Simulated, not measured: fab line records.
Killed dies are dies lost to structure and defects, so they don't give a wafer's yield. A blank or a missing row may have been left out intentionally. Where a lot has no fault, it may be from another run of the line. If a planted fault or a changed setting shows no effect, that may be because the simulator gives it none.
The same fault as seen by 2 desks ; flow gf180mcu ; each desk has only its own numbers; what lay behind them comes last

== METROLOGY DESK ==
Means of the sampled wafers that have a number, per lot and without regard to the tool the lot ran on: this is what the gauges read. Marked OUT: a lot whose mean sits more than 4 standard deviations from the usual mean, which makes it out of limits; the brackets give that distance.
Columns: A = STI_CVD_03_THK at GF_STI_THK_MEAS_04, usual 206.9 nm; B = NWELL_OVL at GF_NWELL_OVL_MEAS_07, usual 0.9 nm; C = MVPSD_OVL at GF_MVPSD_OVL_MEAS_07, usual -0.6 nm
lot;first seen here;A;B;C
L306;day 1 14:45;207.7;0.6;0.1
L309;day 2 04:38;208.1;-0.0;0.9
L310;day 2 10:22;204.1;1.9;0.2
L311;day 2 14:56;209.0;1.2;1.3
L313;day 3 00:34;205.8;1.0;-2.0
L315;day 3 12:26;207.1;0.0;-2.2
L316;day 3 16:34;203.0;-0.3;-0.1
L318;day 4 01:35;205.6;-0.3;-1.8
L320;day 4 11:34;210.6;-0.1;0.1
L322;day 4 21:58;205.1;1.7;0.9
L327;day 5 22:34;209.9;-99.0 (-71) OUT;-0.5
L328;day 6 04:22;205.8;-99.8 (-72) OUT;-2.1
L329;day 6 08:35;206.1;1.6;-1.8
This desk reports L327, L328 out of limits; the earliest was L327 at day 8 01:31 (NWELL_OVL at GF_NWELL_OVL_MEAS_07). In limits: L306, L309, L310, L311, L313, L315, L316, L318, L320, L322, L329.

== FOR THE TOOL OWNER'S DESK: iline_stepper-02 ==
The tool's own readings at GF_NWELL_EXPOSE_04 (exposes mask Nwell, target cd 860 nm): means of the sampled wafers that have a number, for each lot that ran on this tool. Marked OUT: a lot whose mean sits more than 4 standard deviations from the usual mean, which makes it out of limits; the brackets give that distance.
Columns: A = stage_vel_mm_s at GF_NWELL_EXPOSE_04, usual 500.07 mm/s
lot;first seen here;A
L309;day 3 17:16;500.04
L315;day 5 05:14;500.00
L316;day 5 07:22;500.53
L327;day 7 17:13;499.78
L328;day 8 00:50;500.19
Result from this desk: across the 5 lots, nothing is out of limits.

== ALL TOGETHER ==
Metrology desk: alarm possible at day 8 01:31 on L327, L328.
Nothing out of limits was seen by the tool owner's desk.
Tool owner's desk: L327, L328 on record, inside its limits.
The lots listed all ran GF_NWELL_EXPOSE_04 on iline_stepper-02.

== WHAT THE SIMULATOR PUT IN ==
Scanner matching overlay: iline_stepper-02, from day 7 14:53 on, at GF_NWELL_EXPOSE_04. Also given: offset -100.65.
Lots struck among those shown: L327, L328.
Delay in hours, fault start to first out-of-limits reading, per desk: metrology desk 11.
